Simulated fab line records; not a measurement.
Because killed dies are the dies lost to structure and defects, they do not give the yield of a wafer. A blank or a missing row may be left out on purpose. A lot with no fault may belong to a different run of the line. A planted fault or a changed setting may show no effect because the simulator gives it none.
A struck lot beside a sound one + flow sky130 + 21 out of 708 route steps
Sound: wafers L111.2, L111.4, L111.5. Struck: wafers L118.2, L118.4, L118.5. Last of all comes the cause.
Order at every step that has rows: each side's tool, ch and its chambers, its first start. Under that, the readings that differ: sound wafers + struck wafers + difference of the means + sigmas: that difference in standard deviations of wafers without a fault.
alike: same words and numbers on both sides, and readings whose means sit less than 2 such deviations apart. not compared: any withheld reading, any reading some wafer has no value for, any bound like >300 that may hide the same value, and any number with overlapping values for which the record gives no deviation.
A row with sigmas, a row that says differs or no value, or rows on one side alone: a step with any of these is where the two part. Non-overlapping numbers with no deviation appear without sigmas and do not part them. Lack of a reading on every wafer of one side parts them only where that side has two or more wafers.

first, 1 step without rows for these wafers: SKY_RES_XHIGH_IMPLANT_07.
SKY_RES_XHIGH_STRIP_08: strips in O2/N2.
  sound on plasma asher-02 ch 0,1, day 27 09:56; struck on plasma asher-02 ch 0,1, day 30 11:03
  alike: drypump motor current A, n2 flow sccm, oes product au, strip time to endpoint s
  not compared: rf hours counter h
SKY_RES_XHIGH_TW_MEAS_09:
  sound on film metro-04, day 27 10:03; struck on film metro-02, day 30 11:10
| reading      | sound          | struck         | difference | sigmas |
|--------------|----------------|----------------|------------|--------|
| RES_XHIGH_TW | 1663 1658 1665 | 1613 1615 1609 | -50        | -3     |
then, 7 steps without rows for these wafers: SKY_SD_N_DEHYDRATE_00 (time 60 s); SKY_SD_N_HMDS_01 (prime time 60 s); SKY_SD_N_COAT_02 (resist thk 1140 nm); SKY_SD_N_SOFTBAKE_03 (time 60 s); SKY_SD_N_EXPOSE_04 (exposes mask NSDM, target cd 380 nm); SKY_SD_N_PEB_05; SKY_SD_N_DEVELOP_06 (develop time 60 s).
SKY_SD_N_CD_MEAS_07 targets a cd of 380 nm.
  sound on cd sem-01, day 28 13:14; struck on cd sem-01, day 31 14:16
  alike: cd nm
SKY_SD_N_OVL_MEAS_08:
  sound on overlay-01, day 28 13:20; struck on overlay-02, day 31 14:22
  alike: SD_N_OVL
SKY_SD_N_IMPLANT_09:
  sound on implanter-04 ch 0, day 28 13:23; struck on implanter-03 ch 0, day 31 14:25
| reading       | sound                         | struck                        | difference | sigmas      |
|---------------|-------------------------------|-------------------------------|------------|-------------|
| beam on s (s) | 17.8 17.7 17.7                | 9.9 9.8 9.9                   | -7.9       | -8          |
| dose ions cm2 | 4.003e+15 3.998e+15 4.006e+15 | 1.942e+15 1.952e+15 1.955e+15 | -2.053e+15 | -99 or more |
  alike: beam energy keV, tilt deg
after that, 1 step had no rows for these wafers: SKY_SD_N_IMPLANT_10.
SKY_SD_N_STRIP_11: strips in O2/N2.
  sound on plasma asher-02 ch 0,1, day 28 13:40; struck on plasma asher-01 ch 0,1, day 31 14:41
| reading                      | sound             | struck            | difference | sigmas |
|------------------------------|-------------------|-------------------|------------|--------|
| oes product au (a.u.)        | 0.528 0.535 0.533 | 0.567 0.567 0.567 | +0.035     | +8     |
| strip time to endpoint s (s) | 22.59 22.56 22.55 | 20.06 20.03 20.03 | -2.53      | -70    |
  alike: drypump motor current A, n2 flow sccm
  not compared: rf hours counter h
SKY_SD_N_TW_MEAS_12:
  sound on film metro-03, day 28 13:46; struck on film metro-03, day 31 14:48
| reading | sound          | struck         | difference | sigmas |
|---------|----------------|----------------|------------|--------|
| SD_N_TW | 4014 4011 3986 | 3874 3876 3887 | -125       | -2     |
then, 1 step without rows for these wafers: SKY_SD_N_CLEAN_13 (cleans in SC1/SC2, time 150 s).
SKY_SD_N_RTA_14: time 2 s.
  sound on rtp anneal-02 ch 0, day 28 13:53; struck on rtp anneal-01 ch 0, day 31 14:55
  alike: lamp power pct, ramp down c per s, wafer_temp_C_max
SKY_SD_N_RS_MEAS_16: the measuring method here is four-point-probe.
  sound on film metro-02, day 28 14:04; struck on film metro-02, day 31 15:06
| reading          | sound             | struck            | difference | sigmas |
|------------------|-------------------|-------------------|------------|--------|
| SD_N_RS (ohm/sq) | 68.64 68.82 68.57 | 78.59 78.73 78.62 | +9.97      | +77    |
SKY_SD_N_RS_MEAS_17: the measuring method here is four-point-probe.
  sound on film metro-02, day 28 14:11; struck on film metro-02, day 31 15:13
  alike: SD_P_RS
-- here the record skips 17 days between the struck wafers' starts before and after, leaving off in module SD_N and picking up in module PAD_OPEN (first step shown: number 708 of the route) --
SKY_PAD_OPEN_PROBE_99:
  sound on prober-01, day 46 03:26; struck on prober-01, day 48 14:34
| reading                                 | sound             | struck            | difference | sigmas |
|-----------------------------------------|-------------------|-------------------|------------|--------|
| model.etest.res ndiff.line ohm um       | 776.5 795.9 772.4 | 902.6 899.8 887.2 | +114.9     |        |
| model.etest.nfet g5v0d10v5.r on ohm um  | 1868 1860 1850    | 1976 1993 1981    | +124       |        |
| model.etest.sonos uncharged.r on ohm um | 808.4 828.6 811.1 | 893.8 892.2 880.3 | +72.7      |        |
| model.etest.licon ndiff.rc ohm          | 179.3 190.7 189.3 | 228.8 227.2 225.1 | +40.6      |        |
| model.etest.nfet_01v8.r on ohm um       | 835.6 833.7 823.8 | 863.6 859.5 862.2 | +30.7      |        |
| model.etest.res ndiff hv.rs ohm sq      | 114.5 114.4 114.4 | 134.3 136.2 134.5 | +20.6      |        |
| model.etest.res ndiff.rs ohm sq         | 121.9 122.6 121.2 | 140.5 140.8 141.1 | +18.9      |        |
  alike: killed_at_M0_to_M3, killed_at_M4_up, killed at contacts, killed at front end, killed at other, killed dies, killed open, killed short
  not compared: model.etest.nfet_01v8_lvt.drive ua um

== WHERE THEY PART ==
First at SKY_RES_XHIGH_TW_MEAS_09; last, within this record, at SKY_SD_N_RS_MEAS_16. Later steps at which nothing parts them and some readings are alike: SKY_SD_N_RS_MEAS_17, SKY_PAD_OPEN_PROBE_99.

WHY: what the simulator had put in
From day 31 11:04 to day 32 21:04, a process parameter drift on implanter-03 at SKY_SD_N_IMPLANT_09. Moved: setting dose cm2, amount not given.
